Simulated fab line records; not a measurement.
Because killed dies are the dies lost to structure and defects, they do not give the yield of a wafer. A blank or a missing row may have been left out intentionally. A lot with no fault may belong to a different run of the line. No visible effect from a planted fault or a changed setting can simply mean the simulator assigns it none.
A lot that was struck, set against a sound lot -- flow gf180mcu -- 43 steps out of a route of 602
Sound: wafers L734.1, L734.4, L734.5. Wafers struck: L728.2, L728.5, L728.6. At the end, the cause is stated.
Each step with rows lists, per side, the tool, then ch with its chambers, then its first start. Under that, the readings that differ: sound wafers -- struck wafers -- difference of the means -- sigmas: that difference in standard deviations of wafers without a fault.
alike: readings with means less than 2 such deviations apart, plus words and numbers identical on both sides. not compared: withheld readings, readings lacking a value on some wafer, bounds such as >300 that could conceal the same value, and numbers that have no deviation in the record and whose values overlap.
Wherever a step has rows on one side only, a row that says differs or no value, or a row with sigmas, the two part there. Numbers that have no deviation but don't overlap get no sigmas and don't part them. A reading that every wafer of one side lacks parts them only if that side has two wafers or more.

first, 2 steps without rows for these wafers: GF_VT_IMPLANT_PEB_38; GF_VT_IMPLANT_DEVELOP_39 (develop time 60 s).
GF_VT_IMPLANT_OVL_MEAS_40:
  sound on overlay-01 at day 11 14:43; struck on overlay-01 at day 9 20:59
  alike: VT_IMPLANT_03_OVL
following that, these wafers have no rows for 1 step: GF_VT_IMPLANT_IMPLANT_41.
GF_VT_IMPLANT_STRIP_42: strips in O2/N2.
  sound on plasma asher-03 ch 0,1, day 11 14:55; struck on plasma asher-01 ch 0,1, day 9 21:10
reading,sound,struck,difference,sigmas
drypump motor current A (A),5.47 5.45 5.47,5.98 6.00 6.16,+0.58,+2
  alike: heater power w, oes product au, strip time to endpoint s
  not compared: rf hours counter h
GF_VT_IMPLANT_TW_MEAS_43:
  sound on film metro-03 at day 11 15:01; struck on film metro-03 at day 9 21:16
  alike: VT_IMPLANT_4_TW
then, 1 step without rows for these wafers: GF_VT_IMPLANT_CLEAN_44 (cleans in SC1/SC2, time 150 s).
GF_VT_IMPLANT_RTA_45: time 30 s.
  sound on rtp anneal-02 ch 0, day 11 15:07; struck on rtp anneal-01 ch 0, day 9 21:26
reading,sound,struck,difference,sigmas
lamp power pct (%),31 31 31,38 38 38,+7,+2
  alike: wafer_temp_C_max
GF_VT_IMPLANT_RS_MEAS_46: the measuring method here is four-point-probe.
  sound on film metro-03 at day 11 15:13; struck on film metro-02 at day 9 21:32
  alike: MVSD_RS
GF_VT_IMPLANT_RS_MEAS_47: the measuring method here is four-point-probe.
  sound on film metro-03 at day 11 15:20; struck on film metro-02 at day 9 21:40
  alike: NWELL_RS
GF_VT_IMPLANT_RS_MEAS_48: the measuring method here is four-point-probe.
  sound on film metro-03 at day 11 15:28; struck on film metro-02 at day 9 21:47
  alike: LVPWELL_RS
GF_VT_IMPLANT_RS_MEAS_49: the measuring method here is four-point-probe.
  sound on film metro-03 at day 11 15:35; struck on film metro-02 at day 9 21:54
  alike: MVPSD_RS
GF_VT_IMPLANT_WET_ETCH_50: etches SiO2 in dHF, target depth 20 nm, time 400 s.
  sound on wet bench-03 ch 1, day 11 15:42; struck on wet bench-01 ch 0, day 9 22:00
then, 3 steps without rows for these wafers: GF_DUAL_GATE_CLEAN_00 (cleans in SC1/SC2, time 150 s); GF_DUAL_GATE_CLEAN_01 (cleans in dHF, time 20 s); GF_DUAL_GATE_OXIDATION_02 (stabilise 600 s, purge 300 s, target thk 10.887 nm).
GF_DUAL_GATE_THK_MEAS_03:
  sound on film metro-01 at day 11 18:34; struck on film metro-04 at day 9 23:41
  alike: DUAL_GATE_OXIDATION_00_THK
then, 7 steps without rows for these wafers: GF_DUAL_GATE_DEHYDRATE_04 (time 60 s); GF_DUAL_GATE_HMDS_05 (prime time 60 s); GF_DUAL_GATE_COAT_06 (resist thk 1000 nm); GF_DUAL_GATE_SOFTBAKE_07 (time 60 s); GF_DUAL_GATE_EXPOSE_08 (exposes mask Dualgate, target cd 700 nm); GF_DUAL_GATE_PEB_09; GF_DUAL_GATE_DEVELOP_10 (develop time 60 s).
GF_DUAL_GATE_OVL_MEAS_11:
  sound on overlay-02 at day 12 13:49; struck on overlay-01 at day 10 16:55
  alike: DUAL_GATE_OVL
then, 1 step without rows for these wafers: GF_DUAL_GATE_WET_ETCH_12 (etches SiO2 in dHF, target depth 13 nm, time 260 s).
GF_DUAL_GATE_STRIP_13: strips in O2/N2.
  sound on plasma asher-01 ch 0,1, day 12 13:56; struck on plasma asher-03 ch 0,1, day 10 17:02
reading,sound,struck,difference,sigmas
strip time to endpoint s (s),12.57 12.55 12.60,12.67 12.60 12.67,+0.07,+2
  alike: drypump motor current A, heater power w, oes product au
  not compared: rf hours counter h
then, 3 steps without rows for these wafers: GF_DUAL_GATE_CLEAN_14 (cleans in SC1/SC2, time 150 s); GF_DUAL_GATE_OXIDATION_15 (stabilise 600 s, purge 300 s, target thk 7.098 nm); GF_POLY_GATE_CVD_00 (deposits poly-Si, target thk 200 nm, time 1200 s).
GF_POLY_GATE_THK_MEAS_01:
  sound on film metro-01 at day 12 16:59; struck on film metro-01 at day 10 20:05
  alike: POLY_GATE_CVD_00_THK
then, 8 steps without rows for these wafers: GF_POLY_GATE_DEHYDRATE_02 (time 60 s); GF_POLY_GATE_HMDS_03 (prime time 60 s); GF_POLY_GATE_COAT_04; GF_POLY_GATE_COAT_05 (resist thk 700 nm); GF_POLY_GATE_SOFTBAKE_06 (time 60 s); GF_POLY_GATE_EXPOSE_07 (exposes mask Poly2, target cd 280 nm); GF_POLY_GATE_PEB_08 (peb time 90 s); GF_POLY_GATE_DEVELOP_09 (develop time 60 s).
GF_POLY_GATE_CD_MEAS_10: target cd 280 nm.
  sound on cd sem-01 at day 13 12:42; struck on cd sem-01 at day 11 14:26
  alike: cd nm
GF_POLY_GATE_OVL_MEAS_11:
  sound on overlay-01 at day 13 12:49; struck on overlay-02 at day 11 14:33
  alike: POLY_GATE_OVL
GF_POLY_GATE_ETCH_12: etches BARC in N2/H2.
  sound on rie diel-02 ch 0,1,2, day 13 12:52; struck on rie diel-04 ch 0,1,3, day 11 14:35
  alike: drypump motor current A, oes product au, throttle valve pct
-- a jump in the record: the struck wafers' starts before and after are 20 days apart (it breaks off in module POLY_GATE and resumes in module PASSIVATION, where the first step shown is number 602 of the route) --
GF_PASSIVATION_PROBE_99:
  record: rows for the struck wafers here (prober-01, day 31 12:51), none for the sound ones

== WHERE THEY PART ==
Last at GF_PASSIVATION_PROBE_99 as far as this record goes, first at GF_VT_IMPLANT_STRIP_42.

WHY: whatever the simulator had introduced
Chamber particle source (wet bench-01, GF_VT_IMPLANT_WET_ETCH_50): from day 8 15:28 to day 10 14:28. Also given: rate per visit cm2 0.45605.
